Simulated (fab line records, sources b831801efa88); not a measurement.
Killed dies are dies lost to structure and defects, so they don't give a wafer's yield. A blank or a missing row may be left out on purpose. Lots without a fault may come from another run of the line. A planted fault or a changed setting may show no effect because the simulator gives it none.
fab line records | flow sky130
record lots=6 wafers=18 last_day=50
route steps=708 shown DNWELL@41 PWDE@45 NWELL@57 PAD_OPEN@708
lots that met no fault: from a run of the same line without faults
start_h: hours from the record's first day to the start of the lot's first wafer shown | wait_h: hours since the lot's step before | " the same as in the row above | L1.1+2: a row that stands for several wafers | - no value, or no start given | * or withheld: withheld | < > ~ a bound
route shown NAME@n: a module of which the file shows steps, and the number in the route of the first | usual: mean/standard deviation of fault-free wafers | same: alike in all rows | chamber/n: place in a boat | sites: the reading at each site | _std_site: their standard deviation | _edge_site: outer sites' mean less inner sites' | radius_mm: how far each site lies from the wafer's centre | mask NAME#n: copy n | behind: the tool/chamber that last shaped the wafer | hold: why the lot was held/for how many hours/how that ended | device: the transistor (n, p or np) that didn't switch | end of line: the same wafers' tests at the end of the route | a step without rows: its recipe alone | killed: dies lost to structure and defects at the first sort, not the wafer's yield | map: a wafer's dies, x killed, . not, _ none there
set.NAME: the setting as run; set.NAME@STEP: as run at that earlier step | model.NAME: the simulator's own value behind a step, which no gauge read
lots at some steps of the route; a table a step, a row a wafer
services: from which hour (start_h, from the record's first day; less than 0 if before it) a tool's chamber was out of use, for how many hours, and why
## steps
# step SKY_DNWELL_DEVELOP_06
# recipe wall_angle_deg=90 developer=TMAH develop_time_s=60 dev_temp_c=23
# step SKY_DNWELL_IMPLANT_07
# recipe species=P energy_kev=withheld dose_cm2=withheld tilt_deg=withheld
# step SKY_DNWELL_STRIP_08
# recipe chemistry=O2/N2 power_w=1400 pressure_mtorr=1500 platen_temp_c=withheld o2_flow_sccm=3000 n2_flow_sccm=300 overash_fraction=0.5
# usual drypump_motor_current_A=5.5/0.48 oes_product_au=0.722/0.0042 strip_time_to_endpoint_s=36.95/0.099
# same overash_fraction=0.5
# columns lot.wafer tool chamber start_h wait_h drypump_motor_current_A oes_product_au rf_hours_counter_h strip_time_to_endpoint_s
L702.1 plasma_asher-03 0 75.53 0.1 4.7 0.722 42 37.02
L702.4 " 0 " " 4.7 0.722 - 37.14
L702.6 " 1 " " 5.8 0.717 - 37.06
L710.2 plasma_asher-03 1 110.30 0.1 5.9 0.722 46 36.93
L710.3 " 1 " " 5.9 0.719 - 36.92
L710.6 " 0 " " 4.7 0.722 - 36.97
L711.1 plasma_asher-01 1 120.33 0.1 5.3 0.724 31 36.91
L711.2 " 0 " " 6.0 0.720 31 36.91
L711.3 " 1 " " 5.3 0.725 - 36.96
L717.3 plasma_asher-01 0 154.98 0.1 6.0 0.718 - 36.92
L717.5 " 0 " " 6.0 0.727 - 36.92
L717.6 " 1 " " 5.3 0.725 - 36.89
L720.2 plasma_asher-03 0 170.00 0.1 4.7 0.722 51 36.89
L720.3 " 0 " " 4.7 0.720 - 36.87
L720.4 " 1 " " 5.9 0.719 - 36.84
L722.2 plasma_asher-03 0 178.00 0.1 4.7 0.722 52 36.69
L722.3 " 0 " " 4.7 0.728 - 36.86
L722.5 " 0 " " 4.7 0.720 - 36.94
# step SKY_DNWELL_TW_MEAS_09
# usual DNWELL_TW=1106/11
# columns lot.wafer tool chamber start_h wait_h DNWELL_TW
L702.1 film_metro-02 - 75.63 0.1 1128
L702.4 " - " " 1126
L702.6 " - " " 1131
L710.2 film_metro-02 - 110.41 0.1 1114
L710.3 " - " " 1118
L710.6 " - " " 1119
L711.1 film_metro-02 - 120.43 0.1 1126
L711.2 " - " " 1123
L711.3 " - " " 1124
L717.3 film_metro-04 - 155.07 0.1 1099
L717.5 " - " " 1101
L717.6 " - " " 1097
L720.2 film_metro-04 - 170.13 0.1 1113
L720.3 " - " " 1115
L720.4 " - " " 1118
L722.2 film_metro-01 - 178.11 0.1 1094
L722.3 " - " " 1098
L722.5 " - " " 1099
# step SKY_PWDE_DEHYDRATE_00
# recipe temp_c=200 time_s=60
# step SKY_PWDE_HMDS_01
# recipe prime_time_s=60 prime_temp_c=120
# step SKY_PWDE_COAT_02
# recipe spin_rpm=2000 resist_thk_nm=3000
# step SKY_PWDE_SOFTBAKE_03
# recipe temp_c=110 time_s=withheld
# step SKY_PWDE_EXPOSE_04
# recipe mask_id=PWDEM na=0.6 source_shape=conventional sigma_outer=0.6 polarization=unpolarized target_cd_nm=840 dose_mj=214
# step SKY_PWDE_PEB_05
# recipe temp_c=115 time_s=withheld
# step SKY_PWDE_DEVELOP_06
# recipe wall_angle_deg=90 developer=TMAH develop_time_s=60 dev_temp_c=23
# step SKY_PWDE_OVL_MEAS_07
# usual PWDE_OVL=-0.5/1.6
# columns lot.wafer tool chamber start_h wait_h PWDE_OVL[nm]
L702.1 overlay-01 - 92.73 - 3.4
L702.4 " - " " 4.0
L702.6 " - " " 3.6
L710.2 overlay-01 - 129.31 - 0.0
L710.3 " - " " -0.9
L710.6 " - " " -1.9
L711.1 overlay-01 - 139.23 - 0.6
L711.2 " - " " 0.2
L711.3 " - " " -0.4
L717.3 overlay-02 - 174.49 - -0.7
L717.5 " - " " 1.0
L717.6 " - " " -2.4
L720.2 overlay-01 - 190.88 - -0.1
L720.3 " - " " 3.0
L720.4 " - " " -1.0
L722.2 overlay-01 - 199.58 - -0.4
L722.3 " - " " 0.9
L722.5 " - " " 0.7
# step SKY_PWDE_IMPLANT_08
# recipe species=B energy_kev=150 dose_cm2=3.6e+12 tilt_deg=withheld
# usual beam_on_s=10.00/0.2 end_station_pressure_torr=5e-06/2.7e-07 faraday_current_uA=20.3/0.4
# columns lot.wafer tool chamber start_h wait_h beam_on_s end_station_pressure_torr faraday_current_uA
L702.1 implanter-04 0 92.77 0.0 10.29 5.02e-06 19.7
L702.4 " 0 " " 10.03 4.83e-06 20.2
L702.6 " 0 " " 9.85 5.13e-06 20.5
L710.2 implanter-04 0 129.36 0.0 12.70 0.00011588 16.2
L710.3 " 0 " " 12.71 0.00011668 16.1
L710.6 " 0 " " 12.61 0.00012894 16.3
L711.1 implanter-04 0 139.26 0.0 13.03 0.000124 15.8
L711.2 " 0 " " 12.25 0.00012194 16.7
L711.3 " 0 " " 12.81 0.00012004 16.0
L717.3 implanter-03 0 174.57 0.1 9.95 4.75e-06 20.4
L717.5 " 0 " " 9.95 5.4e-06 20.5
L717.6 " 0 " " 10.04 5.49e-06 20.2
L720.2 implanter-03 0 190.94 0.0 10.00 5.31e-06 20.4
L720.3 " 0 " " 10.20 4.9e-06 19.8
L720.4 " 0 " " 10.17 5.18e-06 19.9
L722.2 implanter-03 0 199.64 0.0 9.91 5.06e-06 20.5
L722.3 " 0 " " 10.31 4.95e-06 19.6
L722.5 " 0 " " 10.02 5.08e-06 20.2
# step SKY_PWDE_STRIP_09
# recipe chemistry=O2/N2 power_w=1400 pressure_mtorr=1500 platen_temp_c=withheld o2_flow_sccm=3000 n2_flow_sccm=300 overash_fraction=0.5
# usual drypump_motor_current_A=5.7/0.58 oes_product_au=0.723/0.0046 strip_time_to_endpoint_s=36.94/0.11
# same overash_fraction=0.5
# columns lot.wafer tool chamber start_h wait_h drypump_motor_current_A oes_product_au rf_hours_counter_h strip_time_to_endpoint_s
L702.1 plasma_asher-03 1 92.92 0.1 5.9 0.719 44 37.01
L702.4 " 1 " " 5.9 0.724 - 36.97
L702.6 " 1 " " 5.9 0.723 - 36.88
L710.2 plasma_asher-03 0 129.49 0.1 4.7 0.721 48 36.83
L710.3 " 0 " " 4.7 0.726 - 36.74
L710.6 " 0 " " 4.7 0.728 - 36.74
L711.1 plasma_asher-04 0 139.41 0.1 6.0 0.724 2 37.20
L711.2 " 1 " " 6.5 0.724 2 37.09
L711.3 " 1 " " 6.5 0.728 - 37.10
L717.3 plasma_asher-04 1 174.70 0.1 6.5 0.724 - 36.86
L717.5 " 1 " " 6.5 0.721 - 36.82
L717.6 " 0 " " 6.0 0.725 - 36.97
L720.2 plasma_asher-04 1 191.06 0.1 6.5 0.729 7 37.18
L720.3 " 1 " " 6.5 0.729 - 36.99
L720.4 " 0 " " 6.1 0.728 - 37.00
L722.2 plasma_asher-01 0 199.76 0.1 6.0 0.719 39 36.91
L722.3 " 0 " " 6.0 0.717 - 36.87
L722.5 " 1 " " 5.3 0.720 - 36.97
# step SKY_PWDE_TW_MEAS_10
# usual PWDE_TW=371/3.1
# columns lot.wafer tool chamber start_h wait_h hold PWDE_TW
L702.1 film_metro-01 - 93.02 0.1 - 367
L702.4 " - " " - 366
L702.6 " - " " - 365
L710.2 film_metro-04 - 129.60 0.1 await_dispo/0.2h/release 397
L710.3 " - " " await_dispo/0.2h/release 396
L710.6 " - " " await_dispo/0.2h/release 396
L710.2 film_metro-04 - 129.82 0.2 - 397
L710.3 " - " " - 399
L710.6 " - " " - 399
L711.1 film_metro-02 - 139.51 0.1 await_dispo/0.2h/release 404
L711.2 " - " " await_dispo/0.2h/release 405
L711.3 " - " " await_dispo/0.2h/release 404
L711.1 film_metro-02 - 139.74 0.2 - 405
L711.2 " - " " - 406
L711.3 " - " " - 404
L717.3 film_metro-04 - 174.79 0.1 - 373
L717.5 " - " " - 373
L717.6 " - " " - 374
L720.2 film_metro-04 - 191.17 0.1 - 373
L720.3 " - " " - 373
L720.4 " - " " - 372
L722.2 film_metro-01 - 199.87 0.1 - 369
L722.3 " - " " - 370
L722.5 " - " " - 371
# step SKY_NWELL_HMDS_04
# recipe prime_time_s=60 prime_temp_c=120
# step SKY_NWELL_COAT_05
# recipe spin_rpm=2000 resist_thk_nm=3000
# step SKY_NWELL_SOFTBAKE_06
# recipe temp_c=110 time_s=withheld
# step SKY_NWELL_EXPOSE_07
# recipe mask_id=NWM na=0.6 source_shape=conventional sigma_outer=0.6 polarization=unpolarized target_cd_nm=840 dose_mj=255
# step SKY_NWELL_PEB_08
# recipe temp_c=115 time_s=withheld
# step SKY_NWELL_DEVELOP_09
# recipe wall_angle_deg=90 developer=TMAH develop_time_s=60 dev_temp_c=23
# step SKY_NWELL_OVL_MEAS_10
# usual NWELL_00_OVL=0.1/1.5
# columns lot.wafer tool chamber start_h wait_h NWELL_00_OVL[nm]
L702.1 overlay-01 - 110.18 - 0.3
L702.4 " - " " -1.3
L702.6 " - " " 0.3
L710.2 overlay-02 - 148.16 - 0.8
L710.3 " - " " 1.9
L710.6 " - " " 2.7
L711.1 overlay-01 - 157.83 - 1.2
L711.2 " - " " 1.9
L711.3 " - " " 1.0
L717.3 overlay-01 - 196.04 - 0.2
L717.5 " - " " 0.3
L717.6 " - " " -1.6
L720.2 overlay-02 - 213.21 - 0.4
L720.3 " - " " -1.7
L720.4 " - " " -2.0
L722.2 overlay-01 - 222.19 - 0.9
L722.3 " - " " 2.0
L722.5 " - " " -0.4
# step SKY_NWELL_IMPLANT_11
# recipe species=P energy_kev=400 dose_cm2=1.9e+13 tilt_deg=withheld
# step SKY_NWELL_IMPLANT_12
# recipe species=P energy_kev=120 dose_cm2=1.3e+12 tilt_deg=withheld
# step SKY_NWELL_IMPLANT_13
# recipe species=P energy_kev=50 dose_cm2=7e+11 tilt_deg=withheld
# step SKY_NWELL_STRIP_14
# recipe chemistry=O2/N2 power_w=1400 pressure_mtorr=1500 platen_temp_c=withheld o2_flow_sccm=3000 n2_flow_sccm=300 overash_fraction=0.5
# usual drypump_motor_current_A=5.6/0.58 oes_product_au=0.722/0.0046 strip_time_to_endpoint_s=36.97/0.11
# same overash_fraction=0.5
# columns lot.wafer tool chamber start_h wait_h drypump_motor_current_A oes_product_au rf_hours_counter_h strip_time_to_endpoint_s
L702.1 plasma_asher-02 1 110.67 0.1 5.3 0.719 47 36.88
L702.4 " 0 " " 5.6 0.716 - 36.80
L702.6 " 0 " " 5.6 0.729 - 36.88
L710.2 plasma_asher-03 1 148.64 0.1 5.9 0.720 49 36.98
L710.3 " 1 " " 5.9 0.718 - 36.95
L710.6 " 1 " " 5.9 0.726 - 36.97
L711.1 plasma_asher-04 1 158.31 0.1 6.5 0.719 4 37.00
L711.2 " 0 " " 6.0 0.716 4 37.03
L711.3 " 0 " " 6.0 0.726 - 36.94
L717.3 plasma_asher-02 1 196.54 0.1 5.2 0.722 - 36.94
L717.5 " 1 " " 5.3 0.720 - 37.10
L717.6 " 0 " " 5.6 0.722 - 37.08
L720.2 plasma_asher-04 0 213.69 0.1 6.0 0.724 9 36.98
L720.3 " 0 " " 6.0 0.720 - 36.96
L720.4 " 1 " " 6.5 0.720 - 36.89
L722.2 plasma_asher-03 1 222.67 0.1 5.9 0.718 57 37.14
L722.3 " 1 " " 5.8 0.719 - 37.11
L722.5 " 1 " " 5.9 0.722 - 37.09
# step SKY_NWELL_TW_MEAS_15
# usual NWELL_TW=1808/18
# columns lot.wafer tool chamber start_h wait_h NWELL_TW
L702.1 film_metro-02 - 110.77 0.1 1842
L702.4 " - " " 1830
L702.6 " - " " 1827
L710.2 film_metro-01 - 148.75 0.1 1794
L710.3 " - " " 1797
L710.6 " - " " 1786
L711.1 film_metro-04 - 158.41 0.1 1794
L711.2 " - " " 1802
L711.3 " - " " 1808
L717.3 film_metro-01 - 196.63 0.1 1789
L717.5 " - " " 1791
L717.6 " - " " 1798
L720.2 film_metro-02 - 213.80 0.1 1821
L720.3 " - " " 1835
L720.4 " - " " 1826
L722.2 film_metro-02 - 222.78 0.1 1830
L722.3 " - " " 1834
L722.5 " - " " 1836
# step SKY_NWELL_DEHYDRATE_16
# recipe temp_c=200 time_s=60
# step SKY_NWELL_HMDS_17
# recipe prime_time_s=60 prime_temp_c=120
# step SKY_NWELL_COAT_18
# recipe spin_rpm=2000 resist_thk_nm=3000
# step SKY_NWELL_SOFTBAKE_19
# recipe temp_c=110 time_s=withheld
# step SKY_NWELL_EXPOSE_20
# recipe mask_id=NWM_COMPLEMENT na=0.6 source_shape=conventional sigma_outer=0.6 polarization=unpolarized target_cd_nm=840 dose_mj=260
# step SKY_NWELL_PEB_21
# recipe temp_c=115 time_s=withheld
# step SKY_NWELL_DEVELOP_22
# recipe wall_angle_deg=90 developer=TMAH develop_time_s=60 dev_temp_c=23
# step SKY_NWELL_OVL_MEAS_23
# usual NWELL_01_OVL=0.3/1.5
# columns lot.wafer tool chamber start_h wait_h NWELL_01_OVL[nm]
L702.1 overlay-01 - 129.65 - -1.4
L702.4 " - " " 0.9
L702.6 " - " " 0.3
L710.2 overlay-01 - 168.28 - -1.7
L710.3 " - " " -0.9
L710.6 " - " " 0.3
L711.1 overlay-01 - 178.71 - -0.7
L711.2 " - " " -0.1
L711.3 " - " " -0.4
L717.3 overlay-02 - 218.26 - -1.4
L717.5 " - " " -1.1
L717.6 " - " " -2.4
L720.2 overlay-01 - 236.64 - 1.8
L720.3 " - " " 2.3
L720.4 " - " " 0.8
L722.2 overlay-02 - 245.26 - 1.1
L722.3 " - " " 0.8
L722.5 " - " " -1.4
# step SKY_NWELL_IMPLANT_24
# recipe species=B energy_kev=140 dose_cm2=9.2e+12 tilt_deg=withheld
# step SKY_NWELL_STRIP_25
# recipe chemistry=O2/N2 power_w=1400 pressure_mtorr=1500 platen_temp_c=withheld o2_flow_sccm=3000 n2_flow_sccm=300 overash_fraction=0.5
# usual drypump_motor_current_A=5.8/0.56 oes_product_au=0.723/0.004 strip_time_to_endpoint_s=36.91/0.099
# same overash_fraction=0.5
# columns lot.wafer tool chamber start_h wait_h drypump_motor_current_A oes_product_au rf_hours_counter_h strip_time_to_endpoint_s
L702.1 plasma_asher-04 0 129.84 0.1 6.0 0.723 1 36.83
L702.4 " 0 " " 6.0 0.722 - 36.88
L702.6 " 0 " " 6.1 0.722 - 36.85
L710.2 plasma_asher-04 0 168.46 0.1 6.0 0.722 5 36.97
L710.3 " 1 " " 6.5 0.726 - 37.03
L710.6 " 1 " " 6.5 0.718 - 36.95
L711.1 plasma_asher-02 1 178.90 0.1 5.2 0.724 54 36.88
L711.2 " 0 " " 5.6 0.715 54 36.69
L711.3 " 0 " " 5.6 0.722 - 36.86
L717.3 plasma_asher-03 0 218.47 0.1 4.7 0.733 - 36.90
L717.5 " 1 " " 5.9 0.727 - 36.85
L717.6 " 0 " " 4.7 0.731 - 36.95
L720.2 plasma_asher-02 1 236.82 0.1 5.3 0.726 60 37.03
L720.3 " 1 " " 5.3 0.723 - 37.00
L720.4 " 0 " " 5.6 0.721 - 37.08
L722.2 plasma_asher-04 1 245.44 0.1 6.4 0.728 12 37.00
L722.3 " 0 " " 6.0 0.721 - 37.10
L722.5 " 0 " " 6.0 0.728 - 37.11
# step SKY_NWELL_TW_MEAS_26
# usual NWELL_2_TW=493/4.3
# columns lot.wafer tool chamber start_h wait_h NWELL_2_TW
L702.1 film_metro-01 - 129.94 0.1 487
L702.4 " - " " 489
L702.6 " - " " 484
L710.2 film_metro-04 - 168.57 0.1 492
L710.3 " - " " 496
L710.6 " - " " 496
L711.1 film_metro-02 - 179.00 0.1 499
L711.2 " - " " 498
L711.3 " - " " 495
L717.3 film_metro-04 - 218.56 0.1 490
L717.5 " - " " 491
L717.6 " - " " 493
L720.2 film_metro-04 - 236.93 0.1 491
L720.3 " - " " 490
L720.4 " - " " 491
L722.2 film_metro-04 - 245.55 0.1 497
L722.3 " - " " 493
L722.5 " - " " 494
# step SKY_NWELL_CLEAN_27
# recipe chemistry=SC1/SC2 mix=1:4:20 temp_c=70 time_s=150 dry=n2_spin
# step SKY_NWELL_RTA_28
# recipe temp_c=1050 time_s=30 idle_temp_c=650 ramp_up_c_per_s=150 ramp_down_c_per_s=90 ambient=N2
# usual lamp_power_pct=25.31/0.052 wafer_temp_C_max=1054.9/0.88
# same time_s=30
# columns lot.wafer tool chamber start_h wait_h lamp_power_pct wafer_temp_C_max
L702.1 rtp_anneal-02 0 130.05 0.0 25.24 1055.1
L702.4 " 0 " " 25.20 1055.8
L702.6 " 0 " " 25.35 1054.8
L710.2 rtp_anneal-02 0 168.69 0.0 25.18 1056.1
L710.3 " 0 " " 25.32 1055.7
L710.6 " 0 " " 25.36 1054.1
L711.1 rtp_anneal-01 0 179.12 0.0 25.31 1053.5
L711.2 " 0 " " 25.27 1056.0
L711.3 " 0 " " 25.34 1054.9
L717.3 rtp_anneal-02 0 218.68 0.0 25.29 1053.5
L717.5 " 0 " " 25.37 1054.8
L717.6 " 0 " " 25.28 1057.6
L720.2 rtp_anneal-01 0 237.04 0.0 25.34 1056.0
L720.3 " 0 " " 25.29 1054.8
L720.4 " 0 " " 25.29 1053.6
L722.2 rtp_anneal-02 0 245.66 0.0 25.35 1055.9
L722.3 " 0 " " 25.29 1054.9
L722.5 " 0 " " 25.41 1055.3
# step SKY_NWELL_RS_MEAS_29
# recipe thk_meas_gauge=four-point-probe
# usual NWELL_RS=624.5/1.7
# columns lot.wafer tool chamber start_h wait_h NWELL_RS[ohm/sq]
L702.1 film_metro-01 - 130.15 0.1 625.2
L702.4 " - " " 625.9
L702.6 " - " " 626.3
L710.2 film_metro-04 - 168.79 0.1 620.7
L710.3 " - " " 623.0
L710.6 " - " " 624.2
L711.1 film_metro-01 - 179.22 0.1 628.6
L711.2 " - " " 628.3
L711.3 " - " " 627.6
L717.3 film_metro-02 - 218.79 0.1 626.0
L717.5 " - " " 625.7
L717.6 " - " " 623.8
L720.2 film_metro-02 - 237.15 0.1 627.3
L720.3 " - " " 624.7
L720.4 " - " " 624.1
L722.2 film_metro-02 - 245.77 0.1 623.7
L722.3 " - " " 622.8
L722.5 " - " " 624.3
# step SKY_NWELL_RS_MEAS_31
# recipe thk_meas_gauge=four-point-probe
# usual PWDE_RS=5274/23
# columns lot.wafer tool chamber start_h wait_h hold PWDE_RS[ohm/sq]
L702.1 film_metro-01 - 130.39 0.1 - 5302
L702.4 " - " " - 5303
L702.6 " - " " - 5289
L710.2 film_metro-04 - 169.03 0.1 await_dispo/0.2h/release 4363
L710.3 " - " " await_dispo/0.2h/release 4365
L710.6 " - " " await_dispo/0.2h/release 4374
L710.2 film_metro-04 - 169.47 0.4 - 4372
L710.3 " - " " - 4374
L710.6 " - " " - 4365
L711.1 film_metro-01 - 179.46 0.1 await_dispo/0.2h/release 4358
L711.2 " - " " await_dispo/0.2h/release 4346
L711.3 " - " " await_dispo/0.2h/release 4342
L711.1 film_metro-01 - 179.74 0.3 - 4350
L711.2 " - " " - 4352
L711.3 " - " " - 4335
L717.3 film_metro-02 - 219.03 0.1 - 5249
L717.5 " - " " - 5236
L717.6 " - " " - 5259
L720.2 film_metro-02 - 237.39 0.1 - 5281
L720.3 " - " " - 5276
L720.4 " - " " - 5265
L722.2 film_metro-02 - 246.01 0.1 - 5242
L722.3 " - " " - 5260
L722.5 " - " " - 5250
# step SKY_PAD_OPEN_PROBE_99
# usual killed_at_M0_to_M3=43/6.5 killed_at_M4_up=3.3/2 killed_at_contacts=24/5.2 killed_at_front_end=16/4.2 killed_at_other=0.3/0.6 killed_dies=87/9.3 killed_on_rim=18/4.2 killed_open=47/7.8 killed_short=39/6.2
# same gross_dies=492 killed_at_back_side=0
# columns lot.wafer tool chamber start_h wait_h killed_at_M0_to_M3 killed_at_M4_up killed_at_contacts killed_at_front_end killed_at_other killed_dies killed_on_rim killed_open killed_short model.etest.res_p_drift_20v.line_ohm_um model.etest.res_p_drift_20v.rs_ohm_sq model.etest.res_pwde_under_gate.rs_ohm_sq
L702.1 prober-01 - 1107.09 0.1 50 5 22 15 0 92 18 55 37 1.094e+04 9126 6291
L702.4 prober-01 - 1107.24 0.2 41 9 32 22 0 104 21 57 47 1.109e+04 9309 6268
L702.6 prober-01 - 1107.34 0.2 47 1 16 19 0 83 16 40 43 1.163e+04 9813 6269
L710.2 prober-02 - 1138.64 0.1 35 2 26 10 0 73 17 35 38 9012 7524 4924
L710.3 prober-02 - 1138.69 0.2 43 6 19 22 0 90 12 48 42 9092 7593 4966
L710.6 prober-02 - 1138.84 0.2 45 1 27 15 1 89 13 54 35 9599 8164 4930
L711.1 prober-02 - 1147.13 0.1 41 2 32 24 1 100 16 67 31 8684 7279 4927
L711.2 prober-02 - 1147.18 0.1 43 7 27 12 0 89 19 40 47 9060 7531 4942
L711.3 prober-02 - 1147.23 0.2 37 1 23 13 1 75 9 45 30 8424 7152 4938
L717.3 prober-01 - 1177.97 0.2 48 6 30 17 0 101 25 60 40 1.188e+04 1.009e+04 6039
L717.5 prober-01 - 1178.07 0.2 40 4 32 14 1 91 17 58 33 1.076e+04 8917 6049
L717.6 prober-01 - 1178.12 0.2 46 1 34 9 0 90 23 44 46 1.185e+04 9862 6043
L720.2 prober-02 - 1190.57 0.1 42 2 28 11 0 83 17 52 30 1.177e+04 1.012e+04 6267
L720.3 prober-02 - 1190.62 0.2 38 2 20 22 1 83 20 46 35 1.14e+04 9479 6206
L720.4 prober-02 - 1190.67 0.2 49 2 29 20 1 101 18 53 48 1.122e+04 9332 6144
L722.2 prober-02 - 1193.14 0.1 41 2 36 18 0 97 22 57 40 1.173e+04 9708 6138
L722.3 prober-02 - 1193.19 0.2 45 4 17 20 0 86 17 47 39 1.337e+04 1.106e+04 6140
L722.5 prober-02 - 1193.29 0.2 48 2 25 15 0 90 16 55 35 1.235e+04 1.023e+04 6134
# killed by level:class
L702.1 VIA1:geometric_particle:open=11 VIA3:geometric_particle:open=9 LI_CONTACT:geometric_particle:open=9 CONTACT:geometric_particle:open=9 METAL1:geometric_particle:short=7 VIA1:geometric_particle:short=7 POLY_GATE:geometric_particle:open=5 METAL2:geometric_particle:short=5
L702.4 VIA1:geometric_particle:open=12 CONTACT:geometric_particle:open=11 LI_CONTACT:geometric_particle:open=9 POLY_GATE:geometric_particle:short=6 LI_CONTACT:geometric_particle:short=6 VIA2:geometric_particle:open=6 METAL1:geometric_particle:short=6 METAL4:geometric_particle:short=6
L702.6 VIA1:geometric_particle:short=10 VIA3:geometric_particle:open=8 FIELD_ISO:geometric_particle:short=7 CONTACT:geometric_particle:open=6 METAL1:geometric_particle:short=6 VIA1:geometric_particle:open=6 SPACER:geometric_particle:short=5 VIA2:geometric_particle:open=5
L710.2 CONTACT:geometric_particle:open=10 METAL2:geometric_particle:short=7 FIELD_ISO:geometric_particle:short=7 LI_CONTACT:geometric_particle:open=6 VIA1:geometric_particle:short=6 VIA2:geometric_particle:open=6 VIA1:geometric_particle:open=5 LI_CONTACT:geometric_particle:short=4
L710.3 VIA1:geometric_particle:open=17 POLY_GATE:geometric_particle:short=8 LI_CONTACT:geometric_particle:open=8 METAL2:geometric_particle:short=7 FIELD_ISO:geometric_particle:short=4 CONTACT:geometric_particle:short=4 VIA2:geometric_particle:open=4 METAL1:geometric_particle:short=4
L710.6 VIA1:geometric_particle:open=10 LI_CONTACT:geometric_particle:open=8 VIA3:geometric_particle:open=8 CONTACT:geometric_particle:open=7 CONTACT:geometric_particle:short=5 SPACER:geometric_particle:open=4 VIA3:geometric_particle:short=4 METAL1:geometric_particle:open=4
L711.1 CONTACT:geometric_particle:open=19 VIA1:geometric_particle:open=16 METAL1:geometric_particle:short=8 LI_CONTACT:geometric_particle:open=7 FIELD_ISO:geometric_particle:open=6 POLY_GATE:geometric_particle:open=5 FIELD_ISO:geometric_particle:short=4 METAL2:geometric_particle:short=4
L711.2 CONTACT:geometric_particle:open=10 METAL1:geometric_particle:short=8 LI_CONTACT:geometric_particle:open=7 VIA1:geometric_particle:open=7 VIA1:geometric_particle:short=7 LI_CONTACT:geometric_particle:short=6 METAL4:geometric_particle:short=6 FIELD_ISO:geometric_particle:short=4
L711.3 CONTACT:geometric_particle:open=12 VIA1:geometric_particle:open=10 VIA2:geometric_particle:open=8 CONTACT:geometric_particle:short=6 METAL2:geometric_particle:short=6 FIELD_ISO:geometric_particle:open=5 LI_CONTACT:geometric_particle:open=3 METAL1:geometric_particle:short=3
L717.3 VIA1:geometric_particle:open=15 LI_CONTACT:geometric_particle:open=12 CONTACT:geometric_particle:open=10 METAL1:geometric_particle:short=7 VIA3:geometric_particle:open=6 FIELD_ISO:geometric_particle:open=5 FIELD_ISO:geometric_particle:short=5 LOCAL_INTERCONNECT:geometric_particle:short=5
L717.5 CONTACT:geometric_particle:open=20 VIA1:geometric_particle:open=12 POLY_GATE:geometric_particle:short=6 VIA3:geometric_particle:open=6 LI_CONTACT:geometric_particle:open=5 METAL3:geometric_particle:short=5 METAL3:geometric_particle:open=4 VIA2:geometric_particle:open=4
L717.6 CONTACT:geometric_particle:open=12 LI_CONTACT:geometric_particle:open=9 METAL2:geometric_particle:short=8 VIA1:geometric_particle:open=8 CONTACT:geometric_particle:short=7 VIA1:geometric_particle:short=6 VIA3:geometric_particle:open=6 LOCAL_INTERCONNECT:geometric_particle:short=5
L720.2 CONTACT:geometric_particle:open=10 VIA2:geometric_particle:open=8 VIA1:geometric_particle:open=8 LI_CONTACT:geometric_particle:open=7 VIA3:geometric_particle:open=7 CONTACT:geometric_particle:short=5 VIA1:geometric_particle:short=5 METAL2:geometric_particle:short=5
L720.3 VIA1:geometric_particle:open=11 POLY_GATE:geometric_particle:short=7 POLY_GATE:geometric_particle:open=6 CONTACT:geometric_particle:open=6 VIA2:geometric_particle:open=5 LI_CONTACT:geometric_particle:open=5 CONTACT:geometric_particle:short=5 VIA3:geometric_particle:open=5
L720.4 VIA2:geometric_particle:open=8 LI_CONTACT:geometric_particle:open=7 CONTACT:geometric_particle:short=7 CONTACT:geometric_particle:open=7 VIA1:geometric_particle:open=7 POLY_GATE:geometric_particle:open=6 METAL2:geometric_particle:short=6 VIA3:geometric_particle:open=6
L722.2 LI_CONTACT:geometric_particle:open=13 CONTACT:geometric_particle:open=12 LOCAL_INTERCONNECT:geometric_particle:short=7 METAL1:geometric_particle:short=7 FIELD_ISO:geometric_particle:open=6 METAL2:geometric_particle:open=5 VIA3:geometric_particle:open=5 FIELD_ISO:geometric_particle:short=4
L722.3 VIA1:geometric_particle:open=9 CONTACT:geometric_particle:open=7 VIA1:geometric_particle:short=7 VIA2:geometric_particle:open=6 VIA3:geometric_particle:open=6 FIELD_ISO:geometric_particle:short=5 FIELD_ISO:geometric_particle:open=5 POLY_GATE:geometric_particle:open=5
L722.5 CONTACT:geometric_particle:open=12 VIA3:geometric_particle:open=9 VIA1:geometric_particle:open=8 FIELD_ISO:geometric_particle:open=6 LI_CONTACT:geometric_particle:open=6 VIA1:geometric_particle:short=6 VIA2:geometric_particle:open=6 METAL1:geometric_particle:short=5
## services
# columns tool chamber start_h hours kind
plasma_asher-04 - 68.97 10.0 repair
implanter-04 - 108.48 2.9 repair
plasma_asher-04 - 108.75 9.0 pm
plasma_asher-04 0 108.75 9.0 vent_cycle
plasma_asher-04 1 108.75 9.0 vent_cycle
implanter-03 - 112.35 16.8 pm
plasma_asher-04 0 117.75 - clean
plasma_asher-04 1 117.75 - clean
plasma_asher-03 - 145.03 2.8 pm
plasma_asher-02 - 168.98 0.7 repair
implanter-03 - 178.96 5.4 repair
plasma_asher-04 - 203.15 1.4 repair
plasma_asher-01 - 221.84 5.4 repair
implanter-04 - 242.79 31.9 pm
## key
first_sign step=SKY_PWDE_IMPLANT_08 reading=end_station_pressure_torr direction=up sigmas=99+ usual=5e-06 struck=0.00012125
effect step=SKY_PWDE_IMPLANT_08 reading=beam_on_s direction=up sigmas=13 usual=10.00 struck=12.68
effect step=SKY_PWDE_TW_MEAS_10 reading=visit direction=added
effect step=SKY_PWDE_TW_MEAS_10 reading=PWDE_TW direction=up sigmas=9.4 usual=371 struck=400
effect step=SKY_NWELL_RS_MEAS_31 reading=PWDE_RS direction=down sigmas=39 usual=5274 struck=4358
model_effect step=SKY_PAD_OPEN_PROBE_99 value=etest.res_p_drift_20v.line_ohm_um without=1.114e+04 struck=8979
met_at SKY_PWDE_IMPLANT_08
struck_wafers L710.2,L710.3,L710.6,L711.1,L711.2,L711.3
tester_left_out L710,L711
onset_between 92.77 129.36
fault kind=process_parameter_drift tool=implanter-04 chamber=- onset_h=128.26 steps=SKY_PWDE_IMPLANT_08 channel=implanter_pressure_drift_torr offset=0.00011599 shape=step end_h=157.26
fault kind=process_parameter_drift tool=implanter-04 chamber=- onset_h=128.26 steps=SKY_PWDE_IMPLANT_08 channel=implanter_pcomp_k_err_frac offset=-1 shape=step end_h=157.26
# tester_left_out: of these lots the tester's yield and bins aren't shown, on N5 and GAA mostly nor the transistor test; their killed dies are dies lost to structure and defects alone, not to doping, threshold or leakage, so they don't give the yield
